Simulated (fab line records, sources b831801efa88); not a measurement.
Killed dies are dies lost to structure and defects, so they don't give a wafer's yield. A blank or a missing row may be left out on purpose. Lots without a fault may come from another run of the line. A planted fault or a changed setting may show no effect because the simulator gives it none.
A struck lot beside a sound one | flow sky130 | 15 steps out of a route of 708
Sound: wafers L708.3, L708.4, L708.5. Struck: wafers L697.1, L697.3, L697.4. The cause comes at the end.
At each step with rows: each side's tool, then ch and its chambers, then its first start. Under that, the readings that differ: sound wafers | struck wafers | difference of the means | sigmas: that difference in standard deviations of wafers without a fault.
alike: readings whose means differ by less than 2 such deviations, and words and numbers that are the same on both sides. not compared: withheld readings, readings that some wafer has no value for, bounds like >300 that may hide the same value, and numbers for which the record gives no deviation and whose values overlap.
The two part at a step that has a row with sigmas, a row that says differs or no value, or rows on one side only. Numbers that don't overlap but have no deviation are shown without sigmas and don't part them. A reading that every wafer of one side lacks parts them only if that side has two wafers or more.

first, 7 steps without rows for these wafers: SKY_SD_P_DEHYDRATE_00 (time 60 s); SKY_SD_P_HMDS_01 (prime time 60 s); SKY_SD_P_COAT_02 (resist thk 1140 nm); SKY_SD_P_SOFTBAKE_03 (time 60 s); SKY_SD_P_EXPOSE_04 (exposes mask PSDM, target cd 380 nm); SKY_SD_P_PEB_05; SKY_SD_P_DEVELOP_06 (develop time 60 s).
SKY_SD_P_CD_MEAS_07: target cd 380 nm.
  sound on cd_sem-01, day 31 20:20; struck on cd_sem-02, day 28 18:38
  alike: cd_nm
SKY_SD_P_OVL_MEAS_08:
  sound on overlay-02, day 31 20:25; struck on overlay-01, day 28 18:46
  alike: SD_P_OVL
then, 1 step without rows for these wafers: SKY_SD_P_IMPLANT_09.
SKY_SD_P_STRIP_10: strips in O2/N2.
  sound on plasma_asher-01 ch 0,1, day 31 20:38; struck on plasma_asher-04 ch 0,1, day 28 18:56
  reading                     | sound       | struck      | difference | sigmas
  drypump_motor_current_A (A) | 5.5 6.1 5.5 | 6.7 6.2 6.7 | +0.8       | +2
  alike: oes_product_au, strip_time_to_endpoint_s
  not compared: rf_hours_counter_h
SKY_SD_P_TW_MEAS_11:
  sound on film_metro-02, day 31 20:44; struck on film_metro-01, day 28 19:02
  alike: SD_P_TW
SKY_RES_XHIGH_DEHYDRATE_00: time 60 s.
  sound on litho_track-01 ch 0, day 32 09:19; struck on litho_track-04 ch 0, day 29 09:20
  reading                  | sound                | struck               | difference | sigmas
  heater_power_total_W (W) | 160.45 160.63 160.39 | 165.60 165.45 165.70 | +5.09      | +42
  plate_temp_C (C)         | 200.00 200.05 199.99 | 205.21 205.18 205.13 | +5.16      | +32
  alike: chill_plate_temp_C
then, 1 step without rows for these wafers: SKY_RES_XHIGH_HMDS_01 (prime time 60 s).
-- the record jumps here: 19 days lie between the struck wafers' starts before and after (it left off in module RES_XHIGH and takes up again in module PAD_OPEN, whose first step shown is number 708 of the route) --
SKY_PAD_OPEN_PROBE_99:
  sound on prober-01, day 50 01:07; struck on prober-02, day 48 03:15
  alike: killed_at_M0_to_M3, killed_at_M4_up, killed_at_contacts, killed_at_front_end, killed_at_other, killed_dies, killed_open, killed_short

WHERE THEY PART
First at SKY_SD_P_STRIP_10; last, within this record, at SKY_RES_XHIGH_DEHYDRATE_00. Later steps at which nothing parts them and some readings are alike: SKY_PAD_OPEN_PROBE_99.

WHY: what the simulator had put in
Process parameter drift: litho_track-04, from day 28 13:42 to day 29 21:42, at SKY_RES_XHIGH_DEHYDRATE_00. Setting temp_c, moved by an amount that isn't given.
